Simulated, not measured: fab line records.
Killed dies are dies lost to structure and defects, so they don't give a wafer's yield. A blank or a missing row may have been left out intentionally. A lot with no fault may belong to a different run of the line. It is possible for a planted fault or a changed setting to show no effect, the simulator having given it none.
Which of the tools did it? ; flow sfqLine ; route of 325 steps, sampled at 1 step: 13 lots, 39 wafers

== WHAT THE GAUGES SHOWED, per wafer ==
Not one reading of a measure or inspect step in the record can be checked against a usual standard deviation.

== WHAT TOOL EACH LOT RAN ON (gives the tool, then ch and the chambers of the sampled wafers, and finally the start) ==
lot;SFQ_TRILAYER_I4_CMP_CMP_100
L787;cmp-01 ch 1,2,3, day 45 02:14
L789;cmp-01 ch 0,1,3, day 45 14:44
L790;cmp-01 ch 0,1, day 46 21:44
L791;cmp-02 ch 0,1,2, day 47 01:44
L792;cmp-01 ch 0,1,2, day 47 03:14
L793;cmp-01 ch 0,1,3, day 47 07:14
L795;cmp-01 ch 0,2,3, day 47 13:14
L798;cmp-02 ch 1,2, day 48 09:44
L800;cmp-01 ch 0,2,3, day 51 09:59
L801;cmp-01 ch 0,1, day 56 11:32
L807;cmp-02 ch 1,2, day 59 11:20
L808;cmp-02 ch 0,1,3, day 59 18:14
L809;cmp-01 ch 0,2,3, day 59 20:16
- SFQ_TRILAYER_I4_CMP_CMP_100: polishes SiO2.

== WHAT THE TOOLS THEMSELVES READ (means of the sampled wafers that have a number; where no wafer has one, the mark that the record gives instead) ==
SFQ_TRILAYER_I4_CMP_CMP_100. Usual: motorCurrentA 10.2 A, standard deviation 1.2; timeToEndpointS 215 s, standard deviation 8.1.
lot;tool;motorCurrentA (A);timeToEndpointS (s);flag
L787;cmp-01;10.3;214;
L789;cmp-01;9.7;208;
L790;cmp-01;9.7;220;
L791;cmp-02;10.7;212;
L792;cmp-01;9.5;216;
L793;cmp-01;10.0;215;
L795;cmp-01;9.2;216;
L798;cmp-02;11.5;179;OFF
L800;cmp-01;9.9;209;
L801;cmp-01;9.5;211;
L807;cmp-02;11.7;223;
L808;cmp-02;11.2;216;
L809;cmp-01;9.7;225;

== THE ANSWER, worked out from the rows above alone ==
Rule: a lot counts as off when the mean over its wafers that have a number is more than 3 standard deviations away from the usual mean. Also off: a lot with no number at a reading for which 4 or more lots have one. Any other lot the step has rows for is counted as sound. The gauges are gone through in route order, then the tools' own readings, and for those a lot's mean is taken as printed above. The first step at which some lot is off is used, and at that step the reading that is off furthest; a lot without a number counts as furthest.
Off at SFQ_TRILAYER_I4_CMP_CMP_100 (timeToEndpointS): L798.
A tool fits if, at that step or a process step before it, it ran every lot that is off, and no sound lot after the first of them. Not one of the candidates tried fits.

== WHAT WAS PUT IN BY THE SIMULATOR ==
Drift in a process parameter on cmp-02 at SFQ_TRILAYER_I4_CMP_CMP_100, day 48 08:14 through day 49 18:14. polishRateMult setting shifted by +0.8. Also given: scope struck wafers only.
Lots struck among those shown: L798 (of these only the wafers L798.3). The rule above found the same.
